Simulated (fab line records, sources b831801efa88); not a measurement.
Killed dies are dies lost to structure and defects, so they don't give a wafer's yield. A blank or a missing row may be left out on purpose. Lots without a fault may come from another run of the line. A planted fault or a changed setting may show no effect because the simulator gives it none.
A struck lot beside a sound one | flow sky130 | 34 steps out of a route of 708
Sound: wafers L886.1, L886.4, L886.6. Struck: wafers L874.1, L874.2, L874.4. The cause comes at the end.
At each step with rows: each side's tool, then ch and its chambers, then its first start. Under that, the readings that differ: sound wafers | struck wafers | difference of the means | sigmas: that difference in standard deviations of wafers without a fault.
alike: readings whose means differ by less than 2 such deviations, and words and numbers that are the same on both sides. not compared: withheld readings, readings that some wafer has no value for, bounds like >300 that may hide the same value, and numbers for which the record gives no deviation and whose values overlap.
The two part at a step that has a row with sigmas, a row that says differs or no value, or rows on one side only. Numbers that don't overlap but have no deviation are shown without sigmas and don't part them. A reading that every wafer of one side lacks parts them only if that side has two wafers or more.

first, 7 steps without rows for these wafers: SKY_SONOS_TUNNEL_DEVELOP_06 (develop time 60 s); SKY_SONOS_TUNNEL_IMPLANT_09; SKY_SONOS_TUNNEL_WET_ETCH_10 (etches SiO2 in dHF, target depth 14 nm, time 280 s); SKY_SONOS_TUNNEL_STRIP_11 (strips in SPM, time 600 s); SKY_SONOS_TUNNEL_CLEAN_13 (cleans in dHF, time 20 s); SKY_SONOS_ONO_OXIDATION_00 (stabilise 600 s, purge 300 s, target thk 2.6 nm); SKY_SONOS_ONO_CVD_02 (deposits Si3N4 from DCS/NH3, target thk 10.5 nm, time 180 s).
SKY_SONOS_ONO_CVD_04: deposits SiO2 from SiH4/N2O, target thk 5.7199 nm.
  sound on lpcvd-03 ch 1, day 18 23:50; struck on lpcvd-03 ch 0, day 14 17:05
  reading                                    | sound             | struck            | difference | sigmas
  model.SiO2_of_SONOS_ONO_CVD_04.thk_nm (nm) | 5.622 5.684 5.538 | 6.846 6.903 6.902 | +1.269     |
SKY_SONOS_ONO_THK_MEAS_05:
  sound on film_metro-01, day 19 01:05; struck on film_metro-02, day 14 18:58
  reading                   | sound          | struck         | difference | sigmas
  SONOS_ONO_CVD_04_THK (nm) | 5.65 5.67 5.55 | 6.80 6.89 6.92 | +1.25      | +11
then, 23 steps without rows for these wafers: SKY_SONOS_ONO_DEHYDRATE_06 (time 60 s); SKY_SONOS_ONO_HMDS_07 (prime time 60 s); SKY_SONOS_ONO_COAT_08 (resist thk 1140 nm); SKY_SONOS_ONO_SOFTBAKE_09 (time 60 s); SKY_SONOS_ONO_EXPOSE_10 (exposes mask ONOM, target cd 410 nm); SKY_SONOS_ONO_PEB_11; SKY_SONOS_ONO_DEVELOP_12 (develop time 60 s); SKY_SONOS_ONO_ETCH_15 (etches the open film in CHF3/O2, target depth 19.52 nm, time 7.8 s); SKY_SONOS_ONO_WET_ETCH_16 (etches SiO2 in dHF, target depth 14 nm, time 280 s); SKY_SONOS_ONO_STRIP_17 (strips in O2/N2); SKY_SONOS_ONO_WET_ETCH_18 (etches Si3N4 in H3PO4, target depth 15 nm, time 172 s); SKY_GATE_OXIDE_CLEAN_00 (cleans in SC1/SC2, time 150 s); SKY_GATE_OXIDE_OXIDATION_01 (stabilise 600 s, purge 300 s, target thk 10.268 nm); SKY_GATE_OXIDE_DEHYDRATE_03 (time 60 s); SKY_GATE_OXIDE_HMDS_04 (prime time 60 s); SKY_GATE_OXIDE_COAT_05 (resist thk 1140 nm); SKY_GATE_OXIDE_SOFTBAKE_06 (time 60 s); SKY_GATE_OXIDE_EXPOSE_07 (exposes mask LVOM, target cd 600 nm); SKY_GATE_OXIDE_PEB_08; SKY_GATE_OXIDE_DEVELOP_09 (develop time 60 s); SKY_GATE_OXIDE_IMPLANT_11; SKY_GATE_OXIDE_WET_ETCH_12 (etches SiO2 in dHF, target depth 16.8 nm, time 336 s); SKY_GATE_OXIDE_STRIP_13 (strips in O2/N2).
-- the record jumps here: 2 days lie between the struck wafers' starts before and after --
SKY_GATE_OXIDE_CLEAN_15: cleans in SC1/SC2, time 150 s.
  sound on wet_bench-04 ch 0, day 21 17:10; struck on wet_bench-04 ch 1, day 17 04:07
  reading                                    | sound            | struck            | difference | sigmas
  model.SiO2_of_SONOS_ONO_CVD_04.thk_nm (nm) | 4.101 4.168 4.03 | 5.319 5.382 5.376 | +1.259     |
-- the record jumps here: 31 days lie between the struck wafers' starts before and after (it left off in module GATE_OXIDE and takes up again in module PAD_OPEN, whose first step shown is number 708 of the route) --
SKY_PAD_OPEN_PROBE_99:
  sound on prober-02, day 50 13:44; struck on prober-02, day 47 23:14
  reading                                     | sound                | struck               | difference | sigmas
  killed_at_contacts                          | 30 32 37             | 23 20 18             | -13        | -2
  model.etest.sonos_erased.drive_ua_um        | 225.3 210.9 226.3    | 122.2 105.7 79.05    | -118.5     |
  model.etest.sonos_uncharged.r_on_ohm_um     | 796.8 803.6 791.9    | 855.4 870.1 841      | +58.1      |
  model.etest.sonos_programmed.off_log10_a_um | -13.92 -13.98 -14.03 | -11.1 -11.21 -11.11  | +2.8       |
  model.etest.cap_ono.gate_log10_a_cm2        | -7.707 -7.809 -7.682 | -9.661 -9.648 -9.669 | -1.927     |
  model.etest.cap_ono.gate_bv_v (V)           | 16.4 16.69 16.35     | 17.69 18.36 17.85    | +1.49      |
  model.etest.cap_ono.tox_acc_nm (nm)         | 12.71 12.79 12.68    | 14.29 14.23 14.23    | +1.52      |
  model.etest.sonos_programmed.vt_v (V)       | 1.531 1.496 1.53     | 0.6733 0.6815 0.6864 | -0.8386    |
  model.etest.sonos_erased.vt_v (V)           | -2.398 -2.36 -2.413  | -1.547 -1.519 -1.445 | +0.887     |
  alike: killed_at_M0_to_M3, killed_at_M4_up, killed_at_front_end, killed_at_other, killed_dies, killed_open, killed_short

WHERE THEY PART
First at SKY_SONOS_ONO_THK_MEAS_05; last, within this record, at SKY_PAD_OPEN_PROBE_99.

WHY: what the simulator had put in
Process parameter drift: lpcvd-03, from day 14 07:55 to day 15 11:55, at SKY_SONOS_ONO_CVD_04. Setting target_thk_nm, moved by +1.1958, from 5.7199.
